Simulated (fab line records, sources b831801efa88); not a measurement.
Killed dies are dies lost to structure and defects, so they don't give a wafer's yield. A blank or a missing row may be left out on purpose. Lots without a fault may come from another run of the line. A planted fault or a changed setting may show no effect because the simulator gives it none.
A struck lot beside a sound one | flow sky130 | 16 steps out of a route of 708
Sound: wafers L181.1, L181.2, L181.6. Struck: wafers L191.2, L191.5. (L191.6 of the same lot was not struck and is left out.) The cause comes at the end.
At each step with rows: each side's tool, then ch and its chambers, then its first start. Under that, the readings that differ: sound wafers | struck wafers | difference of the means | sigmas: that difference in standard deviations of wafers without a fault.
alike: readings whose means differ by less than 2 such deviations, and words and numbers that are the same on both sides. not compared: withheld readings, readings that some wafer has no value for, bounds like >300 that may hide the same value, and numbers for which the record gives no deviation and whose values overlap.
The two part at a step that has a row with sigmas, a row that says differs or no value, or rows on one side only. Numbers that don't overlap but have no deviation are shown without sigmas and don't part them. A reading that every wafer of one side lacks parts them only if that side has two wafers or more.

first, 7 steps without rows for these wafers: SKY_METAL4_HMDS_06 (prime time 60 s); SKY_METAL4_COAT_07 (resist thk 60 nm); SKY_METAL4_COAT_08 (resist thk 1140 nm); SKY_METAL4_SOFTBAKE_09 (time 90 s); SKY_METAL4_EXPOSE_10 (exposes mask MM4, target cd 300 nm); SKY_METAL4_PEB_11; SKY_METAL4_DEVELOP_12 (develop time 60 s).
SKY_METAL4_CD_MEAS_13: target cd 300 nm.
  sound on cd_sem-01, day 43 03:29; struck on cd_sem-01, day 45 17:52
  alike: cd_nm
SKY_METAL4_OVL_MEAS_14:
  sound on overlay-01, day 43 03:37; struck on overlay-01, day 45 17:58
  alike: METAL4_OVL
SKY_METAL4_DESCUM_15: chemistry O2, time 8 s.
  sound on rie_metal-04 ch 0,1, day 43 03:38; struck on rie_metal-03 ch 0,1, day 45 17:59
  alike: drypump_motor_current_A, oes_product_au
  not compared: rf_hours_counter_h
SKY_METAL4_ETCH_16: etches BARC in N2/H2, stops on SiO2, time 88.2 s, target depth 60 nm.
  sound on rie_metal-04 ch 0,1, day 43 03:40; struck on rie_metal-03 ch 0,1, day 45 18:01
  alike: bias_w, drypump_motor_current_A, h2_flow_sccm, oes_product_au, throttle_valve_pct
  not compared: rf_hours_counter_h
SKY_METAL4_ETCH_17: etches SiO2 in C4F8/O2/Ar, stops on TiN, time 3.9 s, target depth 15 nm.
  sound on rie_diel-01 ch 1,2,3, day 43 03:46; struck on rie_diel-03 ch 1,2, day 45 18:07
  reading               | sound             | struck      | difference | sigmas
  oes_product_au (a.u.) | 0.739 0.738 0.758 | 0.753 0.771 | +0.017     | +2
  alike: bias_w
  not compared: rf_hours_counter_h
SKY_METAL4_METAL_ETCH_18: etches the open film in Cl2/BCl3, stops on SiO2, target depth 845 nm, time 183.1 s.
  sound on rie_metal-03 ch 0,1, day 43 03:47; struck on rie_metal-02 ch 0, day 45 18:08
  reading                                       | sound             | struck      | difference | sigmas
  bias_w (W)                                    | 48.43 48.63 48.40 | 53.26 53.25 | +4.77      | +37
  model.KrF-thick_of_METAL4_COAT_08.thk_nm (nm) | 531.9 527.3 528.5 | 485.8 486.2 | -43.2      |
  alike: drypump_motor_current_A, oes_product_au, throttle_valve_pct
  not compared: rf_hours_counter_h
SKY_METAL4_STRIP_19: strips in O2/N2.
  sound on plasma_asher-04 ch 0,1, day 43 03:58; struck on plasma_asher-03 ch 0,1, day 45 18:19
  reading                      | sound             | struck      | difference | sigmas
  oes_product_au (a.u.)        | 0.502 0.504 0.495 | 0.490 0.486 | -0.012     | -2
  strip_time_to_endpoint_s (s) | 6.58 6.55 6.56    | 6.12 6.13   | -0.44      | -6
  alike: drypump_motor_current_A
  not compared: rf_hours_counter_h
then, 1 step without rows for these wafers: SKY_METAL4_STRIP_20 (strips in post etch residue remover, time 1200 s).
-- the record jumps here: 4 days lie between the struck wafers' starts before and after (it left off in module METAL4 and takes up again in module PAD_OPEN, whose first step shown is number 708 of the route) --
SKY_PAD_OPEN_PROBE_99:
  sound on prober-02, day 46 22:30; struck on prober-02, day 49 07:05
  reading         | sound | struck | difference | sigmas
  killed_at_other | 0 0 0 | 1 1    | +1         | +2
  alike: defect_limited_yield, killed_at_M0_to_M3, killed_at_M4_up, killed_at_contacts, killed_at_front_end, killed_dies, killed_open, killed_short, sort_bin_3_pad_short, sort_bin_5_function, sort_bin_6_memory, sort_n_pass, sort_yield_pct

WHERE THEY PART
First at SKY_METAL4_ETCH_17; last, within this record, at SKY_PAD_OPEN_PROBE_99.

WHY: what the simulator had put in
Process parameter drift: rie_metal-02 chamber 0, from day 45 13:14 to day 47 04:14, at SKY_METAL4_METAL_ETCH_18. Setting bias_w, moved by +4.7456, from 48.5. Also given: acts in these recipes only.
